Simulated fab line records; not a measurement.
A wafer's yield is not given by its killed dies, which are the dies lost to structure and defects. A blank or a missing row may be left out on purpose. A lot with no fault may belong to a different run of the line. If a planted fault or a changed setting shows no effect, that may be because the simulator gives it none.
Matching of chambers    flow sky130    4 sister chambers for SKY_FIELD_ISO_ETCH_14 on rie diel-02
The step etches BARC in N2/H2, stops on SiO2, time 45.9 s, target depth 60 nm. 4 wafers are shown with their chamber, then 9 later ones without.

== WAFERS, EACH WITH ITS CHAMBER ==
wafer   chamber  drypump motor current A (A)
L086.1  2        5.3
L087.5  1        6.1
L088.3  3        5.6
L088.5  0        5.4

== WAFERS WHOSE CHAMBER IS MISSING ==
wafer   drypump motor current A (A)
L089.1  5.6
L089.2  5.3
L089.4  5.5
L091.1  5.5
L091.2  6.1
L091.3  5.5
L094.1  5.3
L094.3  5.4
L094.5  5.4

== WHICH CHAMBER EACH ONE RAN IN ==
wafer   from the rows above           in truth
L089.1  3                             3
L089.2  can't be placed: 2 or 0       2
L089.4  can't be placed: 0 or 3 or 2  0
L091.1  can't be placed: 0 or 3 or 2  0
L091.2  1                             1
L091.3  can't be placed: 0 or 3 or 2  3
L094.1  can't be placed: 2 or 0       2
L094.3  can't be placed: 0 or 2       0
L094.5  can't be placed: 0 or 2       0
Correctly placed: 2 of 9. From these rows, 7 cannot be placed; in 7 the true chamber is one of the candidates. 0 placed wrongly.
How it was worked out, from the rows above alone: a wafer's distance from a chamber is the root of the sum, over the readings, of the square of ((its reading less the chamber's mean) divided by the reading's scatter). If the next closest chamber is less than 2 further off than the closest, the wafer can't be placed; otherwise it belongs to the closest. For every chamber, the mean is computed from those of its wafers that are shown. The scatter (one wafer shown for each chamber): square how far every hidden wafer sits from the nearest shown wafer, average those squares and take the square root.
